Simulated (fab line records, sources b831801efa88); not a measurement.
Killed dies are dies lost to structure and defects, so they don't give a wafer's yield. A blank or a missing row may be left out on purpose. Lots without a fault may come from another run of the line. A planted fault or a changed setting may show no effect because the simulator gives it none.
Split-lot experiment | flow sky130 | 5 lots, 23 wafers read, on a route of 708 steps

THE SPLIT
At SKY_METAL5_SPUTTER_01 (material TiN, target thk 20 nm, time 16.7 s), the setting time_s was moved away from the recipe's 16.7 s on 8 of the 23 wafers read, by -13.5% to +7.6%. The other wafers ran this setting at the recipe's value.

The reading is taken at the split's own step.

THE READING
TiN_of_METAL5_SPUTTER_01.thk_nm (the simulator's own value, which no gauge read), in nm, at SKY_METAL5_SPUTTER_01 (material TiN, target thk 20 nm, time 16.7 s). The file gives no usual value for it. The 15 wafers here that ran the recipe average 20.22 nm, standard deviation 0.23 nm.

wafer  | tool, chamber at the split | time_s as run, s | against the recipe | TiN_of_METAL5_SPUTTER_01.thk_nm, nm | against lot-mates on the recipe
L074.1 | pvd_sputter-01, -          | 14.45            | -13.5%             | 17.43                               | -2.82
L074.3 | pvd_sputter-01, -          | 16.7             | recipe             | 20.19                               | -
L074.4 | pvd_sputter-01, -          | 16.7             | recipe             | 20.26                               | -
L074.5 | pvd_sputter-01, -          | 16.7             | recipe             | 20.3                                | -
L074.6 | pvd_sputter-01, -          | 14.45            | -13.5%             | 17.32                               | -2.93
L079.4 | pvd_sputter-04, -          | 16.7             | recipe             | 20.49                               | -
L079.5 | pvd_sputter-04, -          | 16.7             | recipe             | 20.24                               | -
L079.6 | pvd_sputter-04, -          | 16.7             | recipe             | 20.4                                | -
L082.1 | pvd_sputter-04, -          | 15.74            | -5.7%              | 19.03                               | -0.97
L082.2 | pvd_sputter-04, -          | 15.74            | -5.7%              | 19.13                               | -0.87
L082.4 | pvd_sputter-04, -          | 16.7             | recipe             | 19.67                               | -
L082.5 | pvd_sputter-04, -          | 15.74            | -5.7%              | 18.92                               | -1.08
L082.6 | pvd_sputter-04, -          | 16.7             | recipe             | 20.33                               | -
L083.1 | pvd_sputter-01, -          | 16.7             | recipe             | 20.27                               | -
L083.2 | pvd_sputter-01, -          | 17.97            | +7.6%              | 21.63                               | +1.46
L083.3 | pvd_sputter-01, -          | 17.97            | +7.6%              | 21.8                                | +1.64
L083.4 | pvd_sputter-01, -          | 16.7             | recipe             | 20.06                               | -
L083.5 | pvd_sputter-01, -          | 17.97            | +7.6%              | 21.61                               | +1.45
L084.1 | pvd_sputter-04, -          | 16.7             | recipe             | 19.71                               | -
L084.2 | pvd_sputter-04, -          | 16.7             | recipe             | 20.28                               | -
L084.3 | pvd_sputter-04, -          | 16.7             | recipe             | 20.33                               | -
L084.5 | pvd_sputter-04, -          | 16.7             | recipe             | 20.38                               | -
L084.6 | pvd_sputter-04, -          | 16.7             | recipe             | 20.34                               | -

THE FIT
A straight line over all 23 wafers: TiN_of_METAL5_SPUTTER_01.thk_nm changes by +0.205 nm for each +1% of time_s; r = +0.98; the points scatter about the line by 0.2 nm.
The same after taking each lot's own level away (the mean of its wafers on the recipe; 23 wafers): +0.203 nm for each +1%; r = +0.98; scatter 0.19 nm.
On that fit, the largest move of time_s shifts the reading by 2.7 nm.
The lots' own levels span 20.000 to 20.377 nm, that is 1.7 times the standard deviation above.
So the lot-to-lot level changes the slope little: the two slopes agree.
Check: with one of the wafers moved furthest among these (-13.5%) left out of the fit, the line predicts -2.68 nm for it against its lot-mates. It came out at -2.82 nm against them.

OTHER SPLITS ON THESE WAFERS
These wafers also went through other splits before the reading. Each is held against what the fit with the lots' levels taken away leaves over:
other split on the same wafers         | wafers away from the commonest value | r with TiN_of_METAL5_SPUTTER_01.thk_nm (lot level and that fit taken away)
SKY_CAPM_COAT_07 spin_rpm              | 8                                    | +0.25
SKY_METAL3_EXPOSE_10 dose_mj           | 7                                    | -0.12
SKY_METAL4_SPUTTER_00 power_w          | 10                                   | -0.51
SKY_CAP2M_SPUTTER_02 power_w           | 8                                    | -0.16
SKY_CAP2M_HMDS_06 prime_time_s         | 8                                    | -0.38
SKY_CAP2M_METAL_ETCH_13 pressure_mtorr | 18                                   | -0.14
SKY_VIA4_HDPCVD_00 time_s              | 6                                    | -0.18
SKY_VIA4_ETCH_12 source_w              | 10                                   | +0.01

THE FILE'S OWN FIT
TiN_of_METAL5_SPUTTER_01.thk_nm changes by +0.205 nm for each +1% of time_s, r = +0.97.
